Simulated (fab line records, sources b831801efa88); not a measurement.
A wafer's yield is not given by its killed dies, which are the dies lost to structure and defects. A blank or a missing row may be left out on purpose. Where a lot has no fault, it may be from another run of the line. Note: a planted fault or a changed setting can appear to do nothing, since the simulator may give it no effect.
A single fault, viewed from 2 desks / flow sky130 / each desk holds nothing but its own numbers, with what lay behind them at the end

== AT THE TOOL OWNER'S DESK: cvd-w-02 ==
The tool's own readings at SKY_VIA1_CVD_21 (deposits W, target thk 270 nm, time 80.902 s): means of the sampled wafers that have a number, for each lot that ran on this tool. If a lot's mean is further than 4 standard deviations from the usual mean, the lot is out of limits and carries the mark OUT (the distance appears in the brackets).
Columns: A = heater-power-w at SKY_VIA1_CVD_21, usual 938 W
lot=L658; first seen here=day 35 13:30; A=938
lot=L659; first seen here=day 36 00:09; A=882
lot=L663; first seen here=day 37 05:24; A=1004
lot=L665; first seen here=day 38 09:35; A=1012
This desk found nothing out of limits on any of the 4 lots.

== METROLOGY DESK ==
Means of the sampled wafers that have a number, per lot and without regard to the tool the lot ran on: this is what the gauges read. If a lot's mean is further than 4 standard deviations from the usual mean, the lot is out of limits and carries the mark OUT (the distance appears in the brackets).
Columns: A = cd-nm at SKY_VIA1_CD_MEAS_12, usual 149.9 nm; B = VIA1_OVL at SKY_VIA1_OVL_MEAS_13, usual 1 nm; C = VIA1_W_RS at SKY_VIA1_RS_MEAS_22, usual 0.426 ohm/sq; D = VIA1_W_THK at SKY_VIA1_THK_MEAS_23, usual 262 nm
lot=L655; first seen here=day 34 12:17; A=149.2; B=-5; C=0.420; D=266
lot=L658; first seen here=day 35 12:36; A=147.5; B=4; C=0.424; D=267
lot=L659; first seen here=day 35 23:15; A=145.8; B=-6; C=0.422; D=263
lot=L663; first seen here=day 37 04:26; A=148.8; B=3; C=0.426; D=260
lot=L665; first seen here=day 38 08:31; A=151.1; B=-1; C=0.352 (-11) OUT; D=320 (+13) OUT
Per this desk, out of limits: L665; the first was L665, day 38 09:40 (VIA1_W_RS at SKY_VIA1_RS_MEAS_22). Within limits: L655, L658, L659, L663.

== ALL TOGETHER ==
The metrology desk could have raised an alarm at day 38 09:40, on L665.
The desk of the tool owner found nothing out of limits.
Tool owner's desk: L665 on record, inside its limits.
The lots listed all ran SKY_VIA1_CVD_21 on cvd-w-02.

== WHAT WAS PUT IN BY THE SIMULATOR ==
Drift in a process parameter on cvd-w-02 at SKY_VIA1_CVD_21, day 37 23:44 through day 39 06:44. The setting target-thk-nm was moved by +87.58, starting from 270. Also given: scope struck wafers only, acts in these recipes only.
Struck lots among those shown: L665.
Hours from the fault's start to each desk's first reading out of limits: the metrology desk, 10.
